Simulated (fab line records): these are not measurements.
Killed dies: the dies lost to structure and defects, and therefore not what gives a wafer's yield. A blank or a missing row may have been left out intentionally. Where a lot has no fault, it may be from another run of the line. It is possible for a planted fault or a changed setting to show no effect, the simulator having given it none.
fab line records	flow sky130
record lots=7	wafers=21	last_day=50
route steps=708 shown LOCAL_INTERCONNECT@396 CONTACT@406 PAD_OPEN@708
lots untouched by any fault: they come from a run of this same line in which no faults occurred
start_h: start of the lot's first displayed wafer, in hours after the record's first day	wait_h: time in hours since the lot's previous step	" unchanged from the row above	L1.1+2: a single row standing in for several wafers	- value missing, or start not given	* or withheld: withheld	< > ~ a bound
route shown NAME@n: NAME is a module with steps in the file, n the number in the route of the first one	usual: mean and standard deviation over wafers with no fault	same: alike in all rows	chamber/n: place in a boat	sites: the reading at each site	_std_site: standard deviation across them	_edge_site: outer sites' mean less inner sites'	radius_mm: for every site, how far away it sits from the centre of the wafer	mask NAME#n: copy n	behind: tool/chamber where the wafer was last shaped	hold: reason for holding the lot/hours on hold/outcome of the hold	device: transistor that didn't switch, given as n, p or np	end of line: the same wafers' tests at the end of the route	a step given without rows: its recipe and nothing more	killed: count of dies lost to structure and defects at first sort (not the wafer's yield)	map: the dies of a wafer, with x for killed, . for not killed, _ for no die there
set.NAME: the setting as run; set.NAME@STEP: as run at that earlier step	model.NAME: the simulator's own value behind a step, which no gauge read
lots at selected steps of the route; one table per step, one row per wafer
services: a tool's chamber out of use, with start hour (start_h, from the record's first day; less than 0 if before it), hours out, and reason
## steps
# step SKY_LOCAL_INTERCONNECT_PEB_09
# recipe peb_temp_c=withheld	peb_time_s=withheld	resist=KrF-thick
# step SKY_LOCAL_INTERCONNECT_DEVELOP_10
# recipe develop_time_s=60	resist=KrF-thick	dev_temp_c=21
# step SKY_LOCAL_INTERCONNECT_CD_MEAS_11
# recipe target_cd_nm=170
# usual cd_nm=169.3/1.5
lot.wafer	tool	chamber	start_h	wait_h	cd_nm
L523.2	cd_sem-01	-	695.54	-	170.6
L523.3	"	-	"	"	172.1
L523.5	"	-	"	"	171.5
L525.2	cd_sem-02	-	724.06	-	169.3
L525.4	"	-	"	"	169.9
L525.5	"	-	"	"	170.0
L533.1	cd_sem-02	-	795.42	-	168.0
L533.2	"	-	"	"	168.5
L533.6	"	-	"	"	167.1
L534.2	cd_sem-02	-	797.86	-	170.3
L534.5	"	-	"	"	170.2
L534.6	"	-	"	"	170.8
L535.1	cd_sem-01	-	805.97	-	170.9
L535.2	"	-	"	"	170.9
L535.3	"	-	"	"	171.5
L542.3	cd_sem-02	-	853.73	-	168.2
L542.5	"	-	"	"	167.8
L542.6	"	-	"	"	168.9
L546.2	cd_sem-01	-	880.29	-	171.6
L546.4	"	-	"	"	171.0
L546.5	"	-	"	"	170.7
# step SKY_LOCAL_INTERCONNECT_OVL_MEAS_12
# usual LOCAL_INTERCONNECT_OVL=1/5
lot.wafer	tool	chamber	start_h	wait_h	LOCAL_INTERCONNECT_OVL[nm]
L523.2	overlay-01	-	695.65	0.1	-3
L523.3	"	-	"	"	-10
L523.5	"	-	"	"	-10
L525.2	overlay-02	-	724.16	0.1	7
L525.4	"	-	"	"	2
L525.5	"	-	"	"	-2
L533.1	overlay-02	-	795.54	0.1	6
L533.2	"	-	"	"	-1
L533.6	"	-	"	"	3
L534.2	overlay-01	-	797.96	0.1	7
L534.5	"	-	"	"	4
L534.6	"	-	"	"	-8
L535.1	overlay-02	-	806.09	0.1	10
L535.2	"	-	"	"	5
L535.3	"	-	"	"	7
L542.3	overlay-02	-	853.82	0.1	-2
L542.5	"	-	"	"	-9
L542.6	"	-	"	"	-7
L546.2	overlay-02	-	880.40	0.1	8
L546.4	"	-	"	"	2
L546.5	"	-	"	"	5
# step SKY_LOCAL_INTERCONNECT_ETCH_13
# recipe chemistry=N2/H2	target=BARC	ion_energy_ev=200	bias_w=100	pressure_mtorr=30	n2_flow_sccm=100	h2_flow_sccm=200	icp_w=500	stop_on=SiO2	time_s=45.9	target_depth_a=600
# usual drypump_motor_current_A=6.0/0.39	he_backside_leak_sccm=3.5/0.37	oes_product_au=0.855/0.0044	throttle_valve_pct=13.224/0.0086
# same time_s=45.9
lot.wafer	tool	chamber	start_h	wait_h	drypump_motor_current_A	he_backside_leak_sccm	oes_product_au	rf_hours_counter_h	throttle_valve_pct
L523.2	rie_metal-01	0	695.68	0.0	6.2	3.4	0.849	2	13.226
L523.3	"	0	"	"	6.2	3.6	0.859	-	13.239
L523.5	"	1	"	"	6.5	3.6	0.853	-	13.214
L525.2	rie_metal-01	1	724.19	0.0	6.5	3.6	0.854	2	13.227
L525.4	"	0	"	"	6.2	3.6	0.854	-	13.214
L525.5	"	1	"	"	6.5	3.6	0.856	-	13.225
L533.1	rie_metal-03	0	795.58	0.0	5.6	3.6	0.851	5	13.210
L533.2	"	0	"	"	5.6	3.5	0.856	-	13.224
L533.6	"	0	"	"	5.6	3.6	0.853	-	13.208
L534.2	rie_metal-04	1	797.99	0.0	6.4	5.2	0.862	5	13.228
L534.5	"	0	"	"	5.5	3.4	0.854	-	13.245
L534.6	"	1	"	"	6.4	3.3	0.850	-	13.223
L535.1	rie_metal-03	0	806.13	0.0	5.5	3.6	0.858	5	13.225
L535.2	"	0	"	"	5.5	3.5	0.856	-	13.230
L535.3	"	0	"	"	5.5	3.5	0.856	-	13.229
L542.3	rie_metal-04	0	853.86	0.0	5.5	3.5	0.855	-	13.240
L542.5	"	1	"	"	6.4	3.3	0.849	-	13.220
L542.6	"	0	"	"	5.5	3.5	0.855	-	13.229
L546.2	rie_metal-03	0	880.43	0.0	5.6	3.7	0.855	7	13.218
L546.4	"	0	"	"	5.5	3.9	0.847	-	13.223
L546.5	"	1	"	"	6.2	3.1	0.863	-	13.226
# step SKY_LOCAL_INTERCONNECT_METAL_ETCH_14
# recipe target_depth_nm=110	stop_on=PSG	chemistry=Cl2/BCl3	target=TiN	resist_sidewall_deg=88	pressure_mtorr=10	icp_w=900	bias_w=48.5	Cl2_flow_sccm=60	bcl3_flow_sccm=30	time_s=31.4
# usual drypump_motor_current_A=6.0/0.39	he_backside_leak_sccm=3.4/0.34	oes_product_au=0.942/0.0073	throttle_valve_pct=21.901/0.0091
# same time_s=31.4
lot.wafer	tool	chamber	start_h	wait_h	drypump_motor_current_A	he_backside_leak_sccm	oes_product_au	rf_hours_counter_h	throttle_valve_pct
L523.2	rie_metal-01	0	695.74	0.0	6.1	3.3	0.949	2	21.903
L523.3	"	0	"	"	6.1	3.3	0.941	-	21.894
L523.5	"	1	"	"	6.5	3.5	0.943	-	21.911
L525.2	rie_metal-01	1	724.26	0.0	6.5	3.6	0.950	2	21.901
L525.4	"	0	"	"	6.1	3.6	0.941	-	21.905
L525.5	"	1	"	"	6.5	3.6	0.941	-	21.905
L533.1	rie_metal-03	0	795.70	0.1	5.5	3.4	0.948	5	21.899
L533.2	"	0	"	"	5.6	3.4	0.951	-	21.906
L533.6	"	0	"	"	5.5	3.4	0.948	-	21.908
L534.2	rie_metal-04	1	798.06	0.0	6.4	3.3	0.941	5	21.901
L534.5	"	0	"	"	5.5	3.4	0.937	-	21.885
L534.6	"	1	"	"	6.4	3.3	0.936	-	21.897
L535.1	rie_metal-03	0	806.25	0.1	5.6	3.7	0.930	5	21.924
L535.2	"	0	"	"	5.6	3.6	0.941	-	21.892
L535.3	"	0	"	"	5.5	3.8	0.940	-	21.907
L542.3	rie_metal-04	0	853.92	0.0	5.5	3.4	0.939	-	21.901
L542.5	"	1	"	"	6.4	3.3	0.929	-	21.902
L542.6	"	0	"	"	5.5	3.5	0.937	-	21.909
L546.2	rie_metal-03	0	880.49	0.0	5.5	6.9	0.956	7	21.889
L546.4	"	0	"	"	5.5	3.4	0.942	-	21.898
L546.5	"	1	"	"	6.2	3.2	0.943	-	21.905
# step SKY_LOCAL_INTERCONNECT_STRIP_15
# recipe chemistry=O2/N2	power_w=1400	pressure_mtorr=1500	platen_temp_c=withheld	o2_flow_sccm=3000	n2_flow_sccm=300	overash_fraction=0.5
# usual drypump_motor_current_A=5.5/0.35	oes_product_au=0.427/0.0047	strip_time_to_endpoint_s=4.726/0.025
lot.wafer	tool	chamber	start_h	wait_h	drypump_motor_current_A	oes_product_au	rf_hours_counter_h	strip_time_to_endpoint_s
L523.2	plasma_asher-04	0	695.79	0.0	6.0	0.430	93	4.744
L523.3	"	0	"	"	6.0	0.433	-	4.737
L523.5	"	1	"	"	5.0	0.429	-	4.760
L525.2	plasma_asher-02	0	724.31	0.0	5.6	0.420	61	4.731
L525.4	"	1	"	"	5.2	0.425	-	4.701
L525.5	"	1	"	"	5.2	0.431	-	4.722
L533.1	plasma_asher-03	1	795.81	0.1	5.9	0.414	101	4.757
L533.2	"	0	"	"	5.1	0.430	101	4.771
L533.6	"	1	"	"	5.9	0.427	-	4.750
L534.2	plasma_asher-03	1	798.11	0.0	5.9	0.429	102	4.675
L534.5	"	1	"	"	5.9	0.417	-	4.692
L534.6	"	0	"	"	5.1	0.425	-	4.658
L535.1	plasma_asher-03	1	806.35	0.1	5.9	0.429	102	4.710
L535.2	"	0	"	"	5.0	0.429	102	4.716
L535.3	"	0	"	"	5.1	0.421	-	4.737
L542.3	plasma_asher-03	0	853.99	0.1	5.0	0.424	-	4.731
L542.5	"	1	"	"	5.9	0.432	-	4.710
L542.6	"	0	"	"	5.1	0.417	-	4.731
L546.2	plasma_asher-03	1	880.54	0.0	5.9	0.432	110	4.727
L546.4	"	0	"	"	5.0	0.433	-	4.695
L546.5	"	0	"	"	5.1	0.427	-	4.733
# step SKY_LOCAL_INTERCONNECT_STRIP_16
# recipe chemistry=post_etch_residue_remover	time_s=1200	temp_c=72.5
# step SKY_LOCAL_INTERCONNECT_CLEAN_17
# recipe chemistry=IPA	time_s=180	temp_c=25
# step SKY_LOCAL_INTERCONNECT_CLEAN_18
# recipe chemistry=O3/DIW	dry=n2_spin
# step SKY_CONTACT_CVD_00
# recipe material=Si3N4	target_thk_nm=75	temp_c=400	time_s=withheld	rf_w=450
# usual heater_power_w=723/93
lot.wafer	tool	chamber	start_h	wait_h	heater_power_w
L523.2	pecvd-04	0	696.41	0.0	791
L523.3	"	1	"	"	709
L523.5	"	0	"	"	781
L525.2	pecvd-02	1	724.91	0.0	852
L525.4	"	0	"	"	634
L525.5	"	1	"	"	846
L533.1	pecvd-02	2	796.40	0.0	849
L533.2	"	0	"	"	618
L533.6	"	1	"	"	791
L534.2	pecvd-04	2	798.70	0.0	670
L534.5	"	0	"	"	688
L534.6	"	2	"	"	525
L535.1	pecvd-04	1	806.99	0.0	722
L535.2	"	0	"	"	694
L535.3	"	1	"	"	691
L542.3	pecvd-04	2	854.59	0.0	567
L542.5	"	2	"	"	571
L542.6	"	1	"	"	788
L546.2	pecvd-04	1	881.17	0.0	733
L546.4	"	2	"	"	538
L546.5	"	0	"	"	706
# step SKY_CONTACT_THK_MEAS_01
# recipe reads=Si3N4_of_CONTACT_CVD_00
# usual CONTACT_CVD_00_THK=75.1/0.97
lot.wafer	tool	chamber	start_h	wait_h	CONTACT_CVD_00_THK[nm]
L523.2	film_metro-01	-	696.46	-	75.2
L523.3	"	-	"	"	74.8
L523.5	"	-	"	"	75.7
L525.2	film_metro-04	-	724.95	-	74.2
L525.4	"	-	"	"	74.2
L525.5	"	-	"	"	74.8
L533.1	film_metro-04	-	796.43	-	72.9
L533.2	"	-	"	"	72.6
L533.6	"	-	"	"	75.2
L534.2	film_metro-04	-	798.74	-	74.4
L534.5	"	-	"	"	75.3
L534.6	"	-	"	"	75.6
L535.1	film_metro-03	-	807.04	-	73.9
L535.2	"	-	"	"	74.6
L535.3	"	-	"	"	75.2
L542.3	film_metro-03	-	854.64	-	75.1
L542.5	"	-	"	"	76.6
L542.6	"	-	"	"	75.9
L546.2	film_metro-03	-	881.22	-	74.7
L546.4	"	-	"	"	75.8
L546.5	"	-	"	"	77.3
# step SKY_CONTACT_HDPCVD_02
# recipe material=SiO2	target_thk_nm=565	sigma_open_frac=0.3	time_s=94.2	temp_c=600	sih4_flow_sccm=60	pressure_mtorr=6
# usual run_length_s=122.3/0.8
lot.wafer	tool	chamber	start_h	wait_h	run_length_s	model.SiO2_of_CONTACT_HDPCVD_02.thk_nm
L523.2	hdpcvd-01	2	696.51	0.0	122.0	581.4
L523.3	"	0	"	"	120.8	583.5
L523.5	"	0	"	"	120.8	579.5
L525.2	hdpcvd-02	1	725.00	0.0	123.0	559.2
L525.4	"	1	"	"	123.5	560.6
L525.5	"	0	"	"	122.8	574.5
L533.1	hdpcvd-01	2	796.49	0.1	116.8	534.6
L533.2	"	0	"	"	115.5	535.3
L533.6	"	0	"	"	115.7	542.3
L534.2	hdpcvd-01	0	798.79	0.0	116.2	535.5
L534.5	"	1	"	"	116.9	534.3
L534.6	"	0	"	"	115.9	532.3
L535.1	hdpcvd-01	2	807.10	0.1	116.2	538.3
L535.2	"	1	"	"	117.8	545.6
L535.3	"	0	"	"	115.5	540.3
L542.3	hdpcvd-02	2	854.68	0.0	122.8	547.9
L542.5	"	2	"	"	122.5	549.8
L542.6	"	0	"	"	123.6	567.4
L546.2	hdpcvd-01	0	881.27	0.0	121.0	562
L546.4	"	2	"	"	122.0	558.8
L546.5	"	0	"	"	121.2	561.6
# step SKY_CONTACT_THK_MEAS_03
# recipe reads=SiO2_of_CONTACT_HDPCVD_02
# usual CONTACT_HDPCVD_THK=567/8
lot.wafer	tool	chamber	start_h	wait_h	CONTACT_HDPCVD_THK[nm]
L523.2	film_metro-04	-	696.59	0.0	581
L523.3	"	-	"	"	583
L523.5	"	-	"	"	579
L525.2	film_metro-01	-	725.08	0.0	559
L525.4	"	-	"	"	561
L525.5	"	-	"	"	575
L533.1	film_metro-01	-	796.56	0.0	534
L533.2	"	-	"	"	535
L533.6	"	-	"	"	542
L534.2	film_metro-03	-	798.87	0.0	535
L534.5	"	-	"	"	535
L534.6	"	-	"	"	532
L535.1	film_metro-04	-	807.16	0.0	538
L535.2	"	-	"	"	546
L535.3	"	-	"	"	541
L542.3	film_metro-04	-	854.77	0.1	548
L542.5	"	-	"	"	550
L542.6	"	-	"	"	567
L546.2	film_metro-03	-	881.35	0.0	562
L546.4	"	-	"	"	559
L546.5	"	-	"	"	562
# step SKY_CONTACT_CMP_04
# recipe material=SiO2	down_force_psi=4	platen_rpm=60	pad_velocity_m_s=0.94248
# usual motor_current_A=12.0/0.88	time_to_endpoint_s=83/4.1
lot.wafer	tool	chamber	start_h	wait_h	motor_current_A	time_to_endpoint_s
L523.3	cmp-02	1	696.72	0.1	13.0	90
L523.2	"	0	"	"	12.6	91
L523.5	"	1	"	"	13.5	88
L525.2	cmp-02	1	725.13	0.0	12.2	79
L525.4	"	3	"	"	12.0	78
L525.5	"	1	"	"	13.1	85
L533.1	cmp-01	2	796.67	0.1	10.6	73
L533.2	"	3	"	"	10.8	71
L533.6	"	1	"	"	13.0	74
L534.2	cmp-02	3	798.97	0.1	12.2	74
L534.6	"	2	"	"	11.9	69
L534.5	"	3	"	"	11.8	68
L535.1	cmp-02	3	807.22	0.1	12.5	73
L535.3	"	1	"	"	12.7	74
L535.2	"	2	"	"	11.4	73
L542.3	cmp-01	2	854.86	0.1	11.0	80
L542.6	"	1	"	"	12.7	84
L542.5	"	2	"	"	10.5	81
L546.4	cmp-02	3	881.40	0.0	11.3	82
L546.2	"	0	"	"	13.3	84
L546.5	"	3	"	"	11.6	80
# step SKY_CONTACT_BOW_MEAS_05
# recipe mode=bow
# usual CONTACT_BOW=81/6.6
lot.wafer	tool	chamber	start_h	wait_h	CONTACT_BOW[um]
L523.2	film_metro-01	-	697.04	0.1	66
L523.3	"	-	"	"	83
L523.5	"	-	"	"	78
L525.2	film_metro-03	-	725.45	0.3	74
L525.4	"	-	"	"	81
L525.5	"	-	"	"	77
L533.1	film_metro-01	-	796.92	0.2	81
L533.2	"	-	"	"	79
L533.6	"	-	"	"	77
L534.2	film_metro-01	-	799.24	0.2	78
L534.5	"	-	"	"	67
L534.6	"	-	"	"	92
L535.1	film_metro-01	-	807.52	0.2	89
L535.2	"	-	"	"	82
L535.3	"	-	"	"	94
L542.3	film_metro-04	-	855.15	0.2	86
L542.5	"	-	"	"	89
L542.6	"	-	"	"	93
L546.2	film_metro-03	-	881.72	0.2	78
L546.4	"	-	"	"	87
L546.5	"	-	"	"	87
# step SKY_PAD_OPEN_PROBE_99
# usual killed_at_M0_to_M3=45/7.1	killed_at_M4_up=3.0/1.8	killed_at_contacts=24/5.4	killed_at_front_end=16/4.9	killed_at_other=0.3/0.63	killed_dies=88/11	killed_open=47/7.4	killed_short=40/7
# same gross_dies=492	killed_at_back_side=0
lot.wafer	tool	chamber	start_h	wait_h	killed_at_M0_to_M3	killed_at_M4_up	killed_at_contacts	killed_at_front_end	killed_at_other	killed_dies	killed_open	killed_short
L523.2	prober-01	-	1066.71	0.1	50	1	31	21	0	103	53	50
L523.3	prober-01	-	1066.76	0.2	44	8	23	28	0	103	55	48
L523.5	prober-01	-	1066.86	0.2	45	7	27	17	0	96	57	39
L525.2	prober-01	-	1089.73	0.1	55	2	33	12	0	102	54	48
L525.4	prober-01	-	1089.83	0.2	43	3	24	11	0	81	47	33
L525.5	prober-01	-	1089.88	0.2	49	1	28	11	0	89	40	48
L533.1	prober-01	-	1140.02	0.1	53	4	40	13	1	111	60	51
L533.2	prober-01	-	1140.07	0.1	49	0	22	29	0	100	55	45
L533.6	prober-01	-	1140.27	0.2	49	3	20	17	0	89	56	33
L534.2	prober-02	-	1141.89	0.1	36	2	14	19	0	71	29	42
L534.5	prober-02	-	1142.04	0.2	51	2	26	15	0	94	51	43
L534.6	prober-02	-	1142.09	0.2	47	1	18	22	2	90	46	44
L535.1	prober-01	-	1150.35	0.1	47	2	22	23	1	95	46	49
L535.2	prober-01	-	1150.40	0.1	41	4	23	16	0	84	50	34
L535.3	prober-01	-	1150.45	0.2	46	5	23	17	0	91	46	44
L542.3	prober-02	-	1182.30	0.2	52	2	27	18	0	99	45	53
L542.5	prober-02	-	1182.40	0.2	42	4	26	12	0	84	39	45
L542.6	prober-02	-	1182.45	0.2	40	4	24	26	0	94	58	36
L546.2	prober-02	-	1197.56	0.1	51	0	33	17	0	101	52	49
L546.4	prober-02	-	1197.66	0.2	34	4	20	9	0	67	39	28
L546.5	prober-02	-	1197.71	0.2	40	5	24	10	0	79	44	35
# killed by level:class
L523.2 VIA1:geometric_particle:open=11 LI_CONTACT:geometric_particle:open=10 CONTACT:geometric_particle:short=8 FIELD_ISO:geometric_particle:short=7 VIA1:geometric_particle:short=7 VIA2:geometric_particle:open=7 METAL2:geometric_particle:short=6 POLY_GATE:geometric_particle:short=5
L523.3 VIA1:geometric_particle:open=10 FIELD_ISO:geometric_particle:short=9 VIA2:geometric_particle:open=8 POLY_GATE:geometric_particle:open=7 LI_CONTACT:geometric_particle:open=7 CONTACT:geometric_particle:open=6 METAL4:geometric_particle:short=6 POLY_GATE:geometric_particle:short=5
L523.5 CONTACT:geometric_particle:open=14 VIA1:geometric_particle:open=9 METAL3:geometric_particle:short=9 FIELD_ISO:geometric_particle:open=7 VIA2:geometric_particle:open=6 LI_CONTACT:geometric_particle:open=5 METAL2:geometric_particle:short=5 METAL1:geometric_particle:short=4
L525.2 CONTACT:geometric_particle:open=12 VIA1:geometric_particle:open=12 VIA2:geometric_particle:open=10 METAL1:geometric_particle:short=7 CONTACT:geometric_particle:short=6 VIA3:geometric_particle:open=6 LI_CONTACT:geometric_particle:open=5 LOCAL_INTERCONNECT:geometric_particle:short=5
L525.4 VIA1:geometric_particle:open=16 CONTACT:geometric_particle:open=9 LI_CONTACT:geometric_particle:open=5 VIA1:geometric_particle:short=5 METAL2:geometric_particle:short=5 VIA3:geometric_particle:open=5 POLY_GATE:geometric_particle:open=3 LOCAL_INTERCONNECT:geometric_particle:short=3
L525.5 VIA2:geometric_particle:open=9 METAL2:geometric_particle:short=9 VIA3:geometric_particle:open=8 LOCAL_INTERCONNECT:geometric_particle:short=7 CONTACT:geometric_particle:open=7 CONTACT:geometric_particle:short=7 VIA1:geometric_particle:open=6 METAL1:geometric_particle:short=5
L533.1 CONTACT:geometric_particle:open=16 VIA1:geometric_particle:open=15 CONTACT:geometric_particle:short=8 VIA3:geometric_particle:open=8 LOCAL_INTERCONNECT:geometric_particle:short=7 METAL2:geometric_particle:short=6 VIA2:geometric_particle:open=6 METAL3:geometric_particle:short=6
L533.2 VIA1:geometric_particle:open=16 FIELD_ISO:geometric_particle:short=12 VIA3:geometric_particle:open=7 LI_CONTACT:geometric_particle:open=7 CONTACT:geometric_particle:open=7 FIELD_ISO:geometric_particle:open=6 POLY_GATE:geometric_particle:short=6 METAL1:geometric_particle:short=5
L533.6 VIA1:geometric_particle:open=16 CONTACT:geometric_particle:open=11 VIA3:geometric_particle:open=9 FIELD_ISO:geometric_particle:short=6 VIA2:geometric_particle:open=6 VIA1:geometric_particle:short=5 METAL2:geometric_particle:short=4 CONTACT:geometric_particle:short=3
L534.2 FIELD_ISO:geometric_particle:short=8 METAL2:geometric_particle:short=6 VIA2:geometric_particle:short=6 VIA1:geometric_particle:open=5 VIA3:geometric_particle:open=4 FIELD_ISO:geometric_particle:open=4 LI_CONTACT:geometric_particle:open=4 CONTACT:geometric_particle:open=4
L534.5 CONTACT:geometric_particle:open=13 VIA1:geometric_particle:open=10 METAL1:geometric_particle:short=8 VIA3:geometric_particle:open=7 FIELD_ISO:geometric_particle:open=6 LI_CONTACT:geometric_particle:open=5 VIA1:geometric_particle:short=5 METAL2:geometric_particle:short=5
L534.6 CONTACT:geometric_particle:open=11 VIA1:geometric_particle:open=8 METAL1:geometric_particle:short=7 METAL2:geometric_particle:short=7 VIA3:geometric_particle:open=7 POLY_GATE:geometric_particle:short=6 SPACER:geometric_particle:open=5 VIA2:geometric_particle:short=5
L535.1 METAL1:geometric_particle:short=10 POLY_GATE:geometric_particle:open=9 CONTACT:geometric_particle:open=7 CONTACT:geometric_particle:short=7 LI_CONTACT:geometric_particle:open=6 VIA2:geometric_particle:open=6 VIA1:geometric_particle:short=6 VIA1:geometric_particle:open=6
L535.2 VIA2:geometric_particle:open=10 CONTACT:geometric_particle:open=9 VIA1:geometric_particle:short=8 FIELD_ISO:geometric_particle:open=7 LI_CONTACT:geometric_particle:open=7 VIA1:geometric_particle:open=6 VIA2:geometric_particle:short=4 METAL1:geometric_particle:short=4
L535.3 VIA1:geometric_particle:open=11 CONTACT:geometric_particle:open=8 VIA2:geometric_particle:open=8 LI_CONTACT:geometric_particle:open=7 METAL1:geometric_particle:short=7 FIELD_ISO:geometric_particle:short=5 POLY_GATE:geometric_particle:short=5 METAL4:geometric_particle:short=5
L542.3 VIA1:geometric_particle:open=10 METAL1:geometric_particle:short=9 CONTACT:geometric_particle:short=8 VIA3:geometric_particle:open=6 CONTACT:geometric_particle:open=6 VIA1:geometric_particle:short=6 LI_CONTACT:geometric_particle:open=5 VIA3:geometric_particle:short=5
L542.5 VIA1:geometric_particle:open=12 CONTACT:geometric_particle:open=7 VIA2:geometric_particle:open=7 CONTACT:geometric_particle:short=6 METAL1:geometric_particle:short=6 VIA1:geometric_particle:short=6 FIELD_ISO:geometric_particle:short=5 LI_CONTACT:geometric_particle:open=5
L542.6 LI_CONTACT:geometric_particle:open=8 CONTACT:geometric_particle:open=8 VIA1:geometric_particle:open=8 POLY_GATE:geometric_particle:open=7 METAL2:geometric_particle:open=6 METAL2:geometric_particle:short=6 FIELD_ISO:geometric_particle:open=5 VIA1:geometric_particle:short=5
L546.2 VIA3:geometric_particle:open=11 CONTACT:geometric_particle:open=10 VIA1:geometric_particle:short=8 VIA1:geometric_particle:open=8 FIELD_ISO:geometric_particle:short=6 CONTACT:geometric_particle:short=6 METAL1:geometric_particle:short=6 VIA2:geometric_particle:open=6
L546.4 VIA1:geometric_particle:open=9 CONTACT:geometric_particle:open=7 VIA3:geometric_particle:open=6 METAL2:geometric_particle:short=6 LI_CONTACT:geometric_particle:open=4 FIELD_ISO:geometric_particle:short=3 VIA1:geometric_particle:short=3 LI_CONTACT:geometric_particle:short=3
L546.5 VIA1:geometric_particle:open=10 LI_CONTACT:geometric_particle:open=9 VIA2:geometric_particle:open=8 CONTACT:geometric_particle:open=7 VIA1:geometric_particle:short=6 METAL2:geometric_particle:short=5 POLY_GATE:geometric_particle:open=4 VIA3:geometric_particle:short=4
## services
tool	chamber	start_h	hours	kind
hdpcvd-01	-	683.79	1.3	repair
pecvd-04	-	685.99	0.5	repair
cmp-01	-	696.18	4.2	pm
pecvd-02	1	701.89	15.3	repair
cmp-01	-	708.17	10.3	repair
rie_metal-04	-	713.92	0.3	repair
pecvd-02	-	730.67	1.2	repair
cmp-01	-	736.27	1.6	repair
cmp-01	-	738.17	0.7	repair
cmp-01	-	744.00	4.0	pm
plasma_asher-03	-	752.68	1.3	repair
cmp-02	-	754.07	1.5	repair
pecvd-04	0	764.94	3.8	repair
hdpcvd-02	0	765.21	2.3	repair
cmp-02	-	774.28	4.3	pm
rie_metal-03	1	780.63	4.1	repair
hdpcvd-01	-	785.48	0.7	repair
cmp-02	-	788.82	0.9	repair
pecvd-04	2	800.82	11.7	repair
rie_metal-01	-	823.20	2.8	pm
cmp-02	-	824.78	1.7	repair
rie_metal-03	-	839.38	28.1	pm
cmp-02	-	845.78	6.2	repair
cmp-02	-	861.20	2.7	pm
## key
first_sign step=SKY_CONTACT_HDPCVD_02	reading=run_length_s	direction=down	sigmas=7.5	usual=*	struck=*
effect step=SKY_CONTACT_THK_MEAS_03	reading=CONTACT_HDPCVD_THK	direction=down	sigmas=3.6	usual=567	struck=538
effect step=SKY_CONTACT_CMP_04	reading=time_to_endpoint_s	direction=down	sigmas=2.6	usual=*	struck=*
model_effect step=SKY_CONTACT_HDPCVD_02	value=SiO2_of_CONTACT_HDPCVD_02.thk_nm	without=570	struck=537.6
met_at SKY_CONTACT_HDPCVD_02
struck_wafers L533.1,L533.2,L533.6,L534.2,L534.5,L534.6,L535.1,L535.2,L535.3
tester_left_out L533,L534,L535
onset_between 696.51 796.49
fault kind=process_parameter_drift	tool=hdpcvd-01	chamber=-	onset_h=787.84	steps=SKY_CONTACT_HDPCVD_02	channel=time_s	offset=*	shape=step	end_h=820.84	acts_in=*	stated=*
# tester_left_out: of these lots the tester's yield and bins aren't shown, on N5 and GAA mostly nor the transistor test; their killed dies are dies lost to structure and defects alone, not to doping, threshold or leakage, so they don't give the yield
